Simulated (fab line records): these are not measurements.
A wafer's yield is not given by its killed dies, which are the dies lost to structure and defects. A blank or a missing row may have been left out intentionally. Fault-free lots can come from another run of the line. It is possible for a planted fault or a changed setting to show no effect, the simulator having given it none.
A lot that was struck, set against a sound lot    flow sky130    31 out of 708 route steps
Sound: wafers L432.1, L432.2, L432.6. Struck: wafers L420.1, L420.3, L420.6. At the end, the cause is stated.
Order at every step that has rows: each side's tool, ch and its chambers, its first start. Under that, the readings that differ: sound wafers    struck wafers    difference of the means    sigmas: that difference in standard deviations of wafers without a fault.
alike: same words and numbers on both sides, and readings whose means sit less than 2 such deviations apart. not compared: any withheld reading, any reading some wafer has no value for, any bound like >300 that may hide the same value, and any number with overlapping values for which the record gives no deviation.
The two part at a step that has a row with sigmas, a row that says differs or no value, or rows on one side only. When numbers do not overlap yet have no deviation, they are printed without sigmas and do not part them. A reading missing from all wafers of one side parts the sides only when that side holds two or more wafers.

SKY_FIELD_ISO_BOW_MEAS_00:
  struck on filmMetro-04, day 3 12:00; sound on filmMetro-04, day 6 00:00
  alike: INCOMING_BOW
then, 1 step without rows for these wafers: SKY_FIELD_ISO_OXIDATION_01 (stabilise 600 s, purge 300 s, target thk 12 nm).
SKY_FIELD_ISO_THK_MEAS_02:
  struck on filmMetro-03, day 3 13:38; sound on filmMetro-04, day 6 02:23
  alike: FIELD_ISO_OXIDATION_00_THK
SKY_FIELD_ISO_CVD_03: deposits Si3N4 from DCS/NH3, target thk 165 nm, time 2830 s.
  sound on lpcvd-02 ch 0, day 6 06:25; struck on lpcvd-02 ch 1, day 3 13:41
reading                                     sound              struck             difference  sigmas
pressureMtorr (mTorr)                       250.5 249.7 250.0  200.4 200.1 200.0  -49.9       -99 or more
model.Si3N4_of_FIELD_ISO_CVD_03.thkNm (nm)  164.9 164.6 164.9  154 154.6 153.7    -11         
SKY_FIELD_ISO_THK_MEAS_04:
  struck on filmMetro-03, day 3 15:29; sound on filmMetro-02, day 6 09:06
reading                    sound              struck             difference  sigmas
FIELD_ISO_CVD_03_THK (nm)  165.0 164.6 164.9  154.0 154.6 153.8  -10.7       -9
then, 8 steps without rows for these wafers: SKY_FIELD_ISO_DEHYDRATE_05 (time 60 s); SKY_FIELD_ISO_HMDS_06 (prime time 60 s); SKY_FIELD_ISO_COAT_07 (resist thk 60 nm); SKY_FIELD_ISO_COAT_08 (resist thk 450 nm); SKY_FIELD_ISO_SOFTBAKE_09 (time 90 s); SKY_FIELD_ISO_EXPOSE_10 (exposes mask FOM, target cd 150 nm); SKY_FIELD_ISO_PEB_11; SKY_FIELD_ISO_DEVELOP_12 (develop time 60 s).
SKY_FIELD_ISO_CD_MEAS_13: target cd 150 nm.
  struck on cdSem-02, day 4 07:59; sound on cdSem-01, day 7 03:41
  alike: cdNm
SKY_FIELD_ISO_ETCH_14: etches BARC in N2/H2, stops on SiO2, time 45.9 s, target depth 60 nm.
  sound on rieDiel-01 ch 0,1, day 7 03:49; struck on rieDiel-04 ch 0,2, day 4 08:06
  alike: drypumpMotorCurrentA, n2FlowSccm, oesProductAu, throttleValvePct
  not compared: rfHoursCounterH
SKY_FIELD_ISO_ETCH_15: etches the open film in CHF3/O2, stops on Si, target depth 180 nm, time 72 s.
  sound on rieDiel-01 ch 0,1, day 7 03:51; struck on rieDiel-04 ch 0,2, day 4 08:08
reading                  sound              struck             difference  sigmas
oesProductAu (a.u.)      0.950 0.944 0.945  0.910 0.903 0.897  -0.043      -7
throttleValvePct (%)     8.852 8.856 8.848  8.837 8.830 8.820  -0.023      -2
model.etch.depthNm (nm)  164.9 164.6 164.9  154 154.6 153.7    -11         
  alike: drypumpMotorCurrentA
  not compared: rfHoursCounterH
SKY_FIELD_ISO_STRIP_16: strips in O2/N2.
  sound on plasmaAsher-02 ch 0,1, day 7 03:55; struck on plasmaAsher-04 ch 0,1, day 4 08:12
  alike: drypumpMotorCurrentA, n2FlowSccm, oesProductAu, stripTimeToEndpointS
  not compared: rfHoursCounterH
SKY_FIELD_ISO_ETCH_17: etches Si in HBr/Cl2/O2, target depth 342 nm, time 97.7 s.
  sound on rieSi-01 ch 2,3, day 7 04:01; struck on rieSi-01 ch 1,2,3, day 4 08:18
  alike: drypumpMotorCurrentA, oesProductAu, throttleValvePct
  not compared: rfHoursCounterH
then, 5 steps without rows for these wafers: SKY_FIELD_ISO_WET_ETCH_18 (etches Si3N4 in H3PO4, target depth 25 nm, time 286 s); SKY_FIELD_ISO_CLEAN_19 (cleans in SC1/SC2, time 150 s); SKY_FIELD_ISO_CLEAN_20 (cleans in dHF, time 20 s); SKY_FIELD_ISO_WET_ETCH_21 (etches SiO2 in dHF, target depth 20 nm, time 400 s); SKY_FIELD_ISO_OXIDATION_22 (stabilise 600 s, purge 300 s, target thk 10 nm).
SKY_FIELD_ISO_THK_MEAS_23:
  struck on filmMetro-02, day 4 10:49; sound on filmMetro-03, day 7 05:32
  alike: FIELD_ISO_OXIDATION_01_THK
then, 1 step without rows for these wafers: SKY_FIELD_ISO_CVD_24 (deposits SiO2, target thk 595 nm, time 99.2 s).
SKY_FIELD_ISO_THK_MEAS_25:
  struck on filmMetro-03, day 4 10:56; sound on filmMetro-02, day 7 05:43
  alike: FIELD_ISO_CVD_24_THK
then, 1 step without rows for these wafers: SKY_FIELD_ISO_ANNEAL_26 (time 1800 s).
SKY_FIELD_ISO_CMP_27: polishes, stops on Si3N4, t overpolish 16 s, target thk 457.8 nm.
  sound on cmp-01 ch 1,3, day 7 07:17; struck on cmp-02 ch 1,2, day 4 13:42
  alike: edgeZonePressureFrac, motorCurrentA
SKY_FIELD_ISO_WET_ETCH_28: etches SiO2 in dHF, target depth 23.7 nm, time 47 s.
  sound on wetBench-02 ch 1, day 7 07:35; struck on wetBench-02 ch 1, day 4 13:57
reading                                     sound              struck             difference  sigmas
model.Si3N4_of_FIELD_ISO_CVD_03.thkNm (nm)  118.5 118.2 118.6  107.6 108.1 106.9  -10.9       
then, 1 step without rows for these wafers: SKY_FIELD_ISO_WET_ETCH_29 (etches Si3N4 in H3PO4, target depth 160 nm, time 1825 s).
-- here the record skips 44 days between the struck wafers' starts before and after, leaving off in module FIELD_ISO and picking up in module PAD_OPEN (first step shown: number 708 of the route) --
SKY_PAD_OPEN_PROBE_99:
  struck on prober-02, day 48 11:37; sound on prober-02, day 50 14:38
reading                     sound              struck             difference  sigmas
model.etest.fieldN.vtV (V)  36.19 36.09 36.13  34.85 34.88 35.61  -1.02       
  alike: killed_at_M0_to_M3, killed_at_M4_up, killedAtContacts, killedAtFrontEnd, killedAtOther, killedDies, killedOpen, killedShort
  not compared: model.etest.capLiToPoly.cAfUm2, model.etest.capPolyToWell.cAfUm2, model.etest.sramNfetPass.offLog10AUm

== WHERE THEY PART ==
At SKY_FIELD_ISO_CVD_03 first; at SKY_FIELD_ISO_ETCH_15 last (within this record only). Later steps at which nothing parts them and some readings are alike: SKY_FIELD_ISO_STRIP_16, SKY_FIELD_ISO_ETCH_17, SKY_FIELD_ISO_THK_MEAS_23, SKY_FIELD_ISO_THK_MEAS_25, SKY_FIELD_ISO_CMP_27, SKY_PAD_OPEN_PROBE_99.

WHY: what the simulator had put in
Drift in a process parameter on lpcvd-02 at SKY_FIELD_ISO_CVD_03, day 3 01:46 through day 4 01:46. From 250, the setting pressureMtorr moved by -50. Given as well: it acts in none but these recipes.
